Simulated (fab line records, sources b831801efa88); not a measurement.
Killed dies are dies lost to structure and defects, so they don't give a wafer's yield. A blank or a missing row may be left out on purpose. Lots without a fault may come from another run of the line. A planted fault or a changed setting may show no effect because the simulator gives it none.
fab line records | flow sfq_line
record lots=6 wafers=18 last_day=81
route steps=325 shown JJ@195 M5@198
lots that met no fault: from a run of the same line without faults
start_h: hours from the record's first day to the start of the lot's first wafer shown | wait_h: hours since the lot's step before | " the same as in the row above | L1.1+2: a row that stands for several wafers | - no value, or no start given | * or withheld: withheld | < > ~ a bound
route shown NAME@n: a module of which the file shows steps, and the number in the route of the first | usual: mean/standard deviation of fault-free wafers | same: alike in all rows | chamber/n: place in a boat | sites: the reading at each site | _std_site: their standard deviation | _edge_site: outer sites' mean less inner sites' | radius_mm: how far each site lies from the wafer's centre | mask NAME#n: copy n | behind: the tool/chamber that last shaped the wafer | hold: why the lot was held/for how many hours/how that ended | device: the transistor (n, p or np) that didn't switch | end of line: the same wafers' tests at the end of the route | a step without rows: its recipe alone | killed: dies lost to structure and defects at the first sort, not the wafer's yield | map: a wafer's dies, x killed, . not, _ none there
set.NAME: the setting as run; set.NAME@STEP: as run at that earlier step | model.NAME: the simulator's own value behind a step, which no gauge read
lots at some steps of the route; a table a step, a row a wafer
services: from which hour (start_h, from the record's first day; less than 0 if before it) a tool's chamber was out of use, for how many hours, and why
## steps
# step SFQ_TRILAYER_JJ_ANODIZE_ANODIZE_119
# recipe current_density_ma_cm2=withheld end_current_density_ma_cm2=withheld bath_temp_c=withheld
# step SFQ_TRILAYER_JJ_CE_STRIP_STRIP_120
# recipe gas=O2 power_w=200 platen_temp_c=40 overash_fraction=0.65 chemistry=O2 pressure_mtorr=50
# usual drypump_motor_current_A=5.8/0.6 oes_product_au=1.002/0.0087 platen_temp_c=40.01/0.1
# columns lot.wafer tool chamber start_h wait_h drypump_motor_current_A oes_product_au platen_temp_c rf_hours_counter_h
L309.3 rie_metal-01 0 1252.19 0.2 6.1 0.996 39.96 -
L309.4 " 1 " " 5.5 0.987 39.99 -
L309.6 " 1 " " 5.5 0.987 39.97 -
L310.4 rie_metal-04 1 1255.91 0.2 5.0 1.005 39.83 -
L310.5 " 0 " " 5.3 1.010 40.20 -
L310.6 " 1 " " 5.0 0.999 39.97 -
L316.1 rie_metal-02 0 1279.71 0.0 6.4 1.011 40.06 17
L316.4 " 0 " " 6.4 1.002 40.07 -
L316.5 " 0 " " 6.4 1.007 40.14 -
L319.2 rie_metal-04 1 1289.31 0.0 5.0 1.001 39.86 110
L319.4 " 0 " " 5.3 1.010 40.03 -
L319.5 " 1 " " 5.0 0.996 40.02 -
L327.4 rie_metal-02 0 1429.90 0.6 6.4 1.000 40.09 -
L327.5 " 0 " " 6.4 0.996 40.29 -
L327.6 " 0 " " 6.4 0.994 40.01 -
L328.2 rie_metal-02 0 1448.90 0.2 6.4 1.006 39.96 -
L328.3 " 0 " " 6.4 1.003 39.99 -
L328.4 " 0 " " 6.5 1.006 39.88 -
# step SFQ_TRILAYER_JJ_CE_STRIP_SOLV_CLEAN_121
# recipe chemistry=NMP temp_c=70 time_s=600
# step SFQ_TRILAYER_M5_LITHO_COAT_128
# recipe resist=BARC spin_rpm=3000 resist_thk_nm=62
# step SFQ_TRILAYER_M5_LITHO_COAT_123
# recipe resist=KrF spin_rpm=3000 resist_thk_nm=600
# step SFQ_TRILAYER_M5_LITHO_SOFTBAKE_127
# recipe temp_c=withheld time_s=withheld resist=KrF
# step SFQ_TRILAYER_M5_LITHO_EXPOSE_124
# recipe mask_id=M5 na=0.6 source_shape=conventional sigma_outer=0.65 target_cd_nm=700 dose_mj=14.4
# step SFQ_TRILAYER_M5_LITHO_PEB_126
# recipe peb_temp_c=115 peb_time_s=60 resist=KrF
# step SFQ_TRILAYER_M5_LITHO_DEVELOP_125
# recipe time_s=60 resist=KrF
# step SFQ_M5_OVL_MEAS_932
# usual M5_OVL=1/3.7
# columns lot.wafer tool chamber start_h wait_h M5_OVL[nm]
L309.3 overlay-02 - 1380.58 0.1 9
L309.4 " - " " 3
L309.6 " - " " -5
L310.4 overlay-02 - 1382.98 0.1 -1
L310.5 " - " " -1
L310.6 " - " " 0
L316.1 overlay-02 - 1404.57 0.1 3
L316.4 " - " " 7
L316.5 " - " " -1
L319.2 overlay-01 - 1411.77 0.1 -2
L319.4 " - " " -7
L319.5 " - " " -5
L327.4 overlay-01 - 1523.38 0.1 0
L327.5 " - " " -2
L327.6 " - " " 2
L328.2 overlay-01 - 1537.77 0.1 1
L328.3 " - " " 3
L328.4 " - " " 8
# step SFQ_TRILAYER_M5_BARC_OPEN_METAL_ETCH_161
# recipe mask_material=PR chemistry=O2 target_depth_nm=125 target=BARC icp_w=600 bias_w=80 pressure_mtorr=10 time_s=41.7
# usual drypump_motor_current_A=5.5/0.48 oes_product_au=0.685/0.0045
# columns lot.wafer tool chamber start_h wait_h drypump_motor_current_A oes_product_au rf_hours_counter_h
L309.3 rie_metal-03 0 1380.62 0.0 6.0 0.683 -
L309.4 " 1 " " 5.0 0.698 -
L309.6 " 0 " " 6.0 0.687 -
L310.4 rie_metal-01 0 1383.02 0.0 6.1 0.682 -
L310.5 " 0 " " 6.1 0.683 -
L310.6 " 1 " " 5.5 0.690 -
L316.1 rie_metal-01 0 1404.60 0.0 6.1 0.685 58
L316.4 " 1 " " 5.5 0.688 -
L316.5 " 1 " " 5.5 0.683 -
L319.2 rie_metal-03 0 1411.80 0.0 6.1 0.684 15
L319.4 " 0 " " 6.0 0.684 -
L319.5 " 1 " " 4.9 0.680 -
L327.4 rie_metal-03 1 1523.42 0.0 5.0 0.689 -
L327.5 " 1 " " 4.9 0.678 -
L327.6 " 0 " " 6.1 0.685 -
L328.2 rie_metal-03 0 1537.80 0.0 6.1 0.691 32
L328.3 " 1 " " 4.9 0.691 -
L328.4 " 0 " " 6.1 0.688 -
# step SFQ_TRILAYER_M5_ETCH_METAL_ETCH_126
# recipe target=Nb stop_on=SiO2 mask_material=PR over_etch_frac=0.15 time_s=203.2 chemistry=Cl2/BCl3 target_depth_nm=265 icp_w=600 bias_w=80 pressure_mtorr=10
# usual drypump_motor_current_A=5.5/0.47 oes_product_au=0.729/0.006
# columns lot.wafer tool chamber start_h wait_h drypump_motor_current_A oes_product_au rf_hours_counter_h
L309.3 rie_metal-03 0 1380.73 0.1 6.0 0.721 -
L309.4 " 1 " " 4.9 0.714 -
L309.6 " 0 " " 6.0 0.729 -
L310.4 rie_metal-01 0 1383.13 0.1 6.1 0.729 -
L310.5 " 0 " " 6.1 0.733 -
L310.6 " 1 " " 5.5 0.734 -
L316.1 rie_metal-01 0 1404.66 0.0 6.1 0.718 58
L316.4 " 1 " " 5.5 0.722 -
L316.5 " 1 " " 5.5 0.739 -
L319.2 rie_metal-03 0 1411.86 0.0 6.0 0.718 15
L319.4 " 0 " " 6.0 0.728 -
L319.5 " 1 " " 5.0 0.725 -
L327.4 rie_metal-03 1 1523.53 0.1 5.0 0.723 -
L327.5 " 1 " " 5.0 0.732 -
L327.6 " 0 " " 6.0 0.723 -
L328.2 rie_metal-03 0 1537.86 0.0 6.1 0.735 32
L328.3 " 1 " " 5.0 0.733 -
L328.4 " 0 " " 6.0 0.729 -
# step SFQ_TRILAYER_M5_STRIP_STRIP_127
# recipe gas=O2 power_w=200 platen_temp_c=40 overash_fraction=0.65 chemistry=O2 pressure_mtorr=50
# usual drypump_motor_current_A=5.5/0.48 oes_product_au=0.999/0.0085 platen_temp_c=40.02/0.12
# columns lot.wafer tool chamber start_h wait_h drypump_motor_current_A oes_product_au platen_temp_c rf_hours_counter_h
L309.3 rie_metal-03 0 1381.06 0.3 6.0 0.990 39.94 -
L309.4 " 1 " " 5.0 0.997 39.86 -
L309.6 " 0 " " 6.1 1.000 40.01 -
L310.4 rie_metal-01 0 1383.46 0.3 6.1 0.988 40.11 -
L310.5 " 0 " " 6.1 0.992 40.16 -
L310.6 " 1 " " 5.5 0.983 39.82 -
L316.1 rie_metal-01 0 1404.86 0.1 6.1 0.993 39.90 59
L316.4 " 1 " " 5.5 0.993 40.08 -
L316.5 " 1 " " 5.5 1.000 39.97 -
L319.2 rie_metal-03 0 1412.06 0.1 6.1 1.004 40.07 15
L319.4 " 0 " " 6.1 1.002 40.04 -
L319.5 " 1 " " 5.0 0.996 40.06 -
L327.4 rie_metal-03 1 1523.86 0.3 5.0 1.010 40.93 -
L327.5 " 1 " " 5.0 1.008 40.89 -
L327.6 " 0 " " 6.1 1.006 40.80 -
L328.2 rie_metal-03 0 1538.06 0.1 6.0 1.007 40.62 32
L328.3 " 1 " " 4.9 0.994 40.87 -
L328.4 " 0 " " 6.1 0.993 40.74 -
# step SFQ_TRILAYER_M5_STRIP_SOLV_CLEAN_128
# recipe chemistry=NMP temp_c=70 time_s=600
## services
# columns tool chamber start_h hours kind
rie_metal-02 1 1263.27 99.4 repair
rie_metal-03 0 1267.37 15.5 repair
rie_metal-03 0 1303.23 - clean
rie_metal-03 0 1303.23 - consumable_replace:focus_ring
rie_metal-03 0 1303.23 18.8 scheduled_down
rie_metal-03 0 1303.23 18.8 vent_cycle
rie_metal-01 1 1338.36 - clean
rie_metal-01 1 1338.36 - consumable_replace:focus_ring
rie_metal-01 1 1338.36 26.4 scheduled_down
rie_metal-01 1 1338.36 26.4 vent_cycle
rie_metal-04 0 1340.96 3.7 repair
rie_metal-01 - 1349.40 0.3 repair
rie_metal-02 1 1409.21 48.8 repair
rie_metal-04 1 1439.34 - clean
rie_metal-04 1 1439.34 - consumable_replace:focus_ring
rie_metal-04 1 1439.34 14.7 scheduled_down
rie_metal-04 1 1439.34 14.7 vent_cycle
rie_metal-04 0 1467.35 1.2 repair
rie_metal-01 0 1473.61 1.1 repair
rie_metal-04 1 1516.00 26.5 repair
## key
first_sign step=SFQ_TRILAYER_M5_STRIP_STRIP_127 reading=platen_temp_c direction=up sigmas=6.7 usual=* struck=*
effect none on later readings
met_at SFQ_TRILAYER_M5_STRIP_STRIP_127
struck_wafers L327.4,L327.5,L327.6,L328.2,L328.3,L328.4
onset_between 1412.06 1523.86
fault kind=process_parameter_drift tool=rie_metal-03 chamber=- onset_h=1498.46 steps=SFQ_TRILAYER_M5_STRIP_STRIP_127 channel=platen_temp_c offset=* shape=step end_h=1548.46 acts_in=* stated=*
